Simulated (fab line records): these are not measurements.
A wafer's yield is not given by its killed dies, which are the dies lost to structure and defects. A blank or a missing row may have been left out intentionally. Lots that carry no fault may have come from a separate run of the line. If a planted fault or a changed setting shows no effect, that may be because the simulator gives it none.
Struck lot and sound lot, side by side + flow sky130 + 15 steps out of a route of 708
Sound: the wafers L774.1, L774.2, L774.3. The struck wafers were L782.3, L782.4, L782.5. The cause is named last.
Each step with rows lists, per side, the tool, then ch with its chambers, then its first start. Under that, the readings that differ: sound wafers + struck wafers + difference of the means + sigmas: that difference in standard deviations of wafers without a fault.
alike: same words and numbers on both sides, and readings whose means sit less than 2 such deviations apart. not compared: any withheld reading, any reading some wafer has no value for, any bound like >300 that may hide the same value, and any number with overlapping values for which the record gives no deviation.
Wherever a step has rows on one side only, a row that says differs or no value, or a row with sigmas, the two part there. Numbers that have no deviation but don't overlap get no sigmas and don't part them. A reading missing from all wafers of one side parts the sides only when that side holds two or more wafers.

first, 8 steps without rows for these wafers: SKY_VIA1_DEHYDRATE_04 (time 60 s); SKY_VIA1_HMDS_05 (prime time 60 s); SKY_VIA1_COAT_06 (resist thk 60 nm); SKY_VIA1_COAT_07 (resist thk 450 nm); SKY_VIA1_SOFTBAKE_08 (time 90 s); SKY_VIA1_EXPOSE_09 (exposes mask VIM, target cd 150 nm); SKY_VIA1_PEB_10; SKY_VIA1_DEVELOP_11 (develop time 60 s).
SKY_VIA1_CD_MEAS_12 targets a cd of 150 nm.
  sound on cd-sem-02, day 36 23:33; struck on cd-sem-01, day 39 06:23
  alike: cd-nm
SKY_VIA1_OVL_MEAS_13:
  sound on overlay-02, day 36 23:40; struck on overlay-02, day 39 06:29
  alike: VIA1_OVL
SKY_VIA1_ETCH_14: etches BARC in N2/H2, stops on SiO2, time 45.9 s, target depth 60 nm.
  sound on rie-diel-04 ch 0,1,3, day 36 23:43; struck on rie-diel-02 ch 1,2, day 39 06:31
  alike: drypump-motor-current-A, n2-flow-sccm, oes-product-au, throttle-valve-pct
  not compared: rf-hours-counter-h
SKY_VIA1_ETCH_15: etches SiO2 in C4F8/O2/Ar, stops on TiN, target depth 351 nm, time 54 s.
  sound on rie-diel-04 ch 0,1,3, day 36 23:45; struck on rie-diel-02 ch 1,2, day 39 06:33
  alike: oes-product-au
  not compared: rf-hours-counter-h
SKY_VIA1_STRIP_16: strips in O2/N2.
  sound on plasma-asher-04 ch 0,1, day 36 23:48; struck on plasma-asher-03 ch 0,1, day 39 06:38
  no value came back on the struck wafers for any of 5 readings (chamber-pressure-mTorr (mTorr), drypump-motor-current-A (A) and others); on the sound wafers chamber-pressure-mTorr (mTorr) reads 1499.8 1497.1 1498.6
| reading                                     | sound | struck        | difference | sigmas |
|---------------------------------------------|-------|---------------|------------|--------|
| model.KrF-thick_of_VIA1_COAT_07.thk-nm (nm) | 0 0 0 | 324.8 325 325 | +324.9     |        |
  not compared: rf-hours-counter-h
then, 1 step without rows for these wafers: SKY_VIA1_STRIP_17 (strips in post etch residue remover, time 1200 s).
-- the record jumps here: 11 days lie between the struck wafers' starts before and after (it left off in module VIA1 and takes up again in module PAD_OPEN, whose first step shown is number 708 of the route) --
SKY_PAD_OPEN_PROBE_99:
  sound on prober-01, day 48 04:40; struck on prober-01, day 50 02:15
| reading                  | sound          | struck         | difference | sigmas |
|--------------------------|----------------|----------------|------------|--------|
| defect-limited-yield (%) | 82.1 82.7 81.3 | 0 0 0          | -82        | -43    |
| killed_at_M0_to_M3       | 48 40 53       | 463 438 452    | +404       | +56    |
| killed-dies              | 88 85 92       | 492 492 492    | +404       | +43    |
| killed-on-rim            | 16 17 16       | 96 96 96       | +80        | +22    |
| sort_bin_5_function (%)  | 11.4 9.6 10.8  | 94.1 90.9 95.1 | +82.8      | +55    |
| sort-n-pass              | 404 407 400    | 0 0 0          | -404       | -43    |
| sort-yield-pct (%)       | 82.1 82.7 81.3 | 0 0 0          | -82        | -43    |
  alike: killed_at_M4_up, killed-at-contacts, killed-at-front-end, killed-at-other, killed-open, killed-short, sort_bin_3_pad_short, sort_bin_6_memory

== WHERE THEY PART ==
First at SKY_VIA1_STRIP_16; last, within this record, at SKY_PAD_OPEN_PROBE_99.

WHY: the cause the simulator had injected
Whole step skipped at SKY_VIA1_STRIP_16 on plasma-asher-03, starting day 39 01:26. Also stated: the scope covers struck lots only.
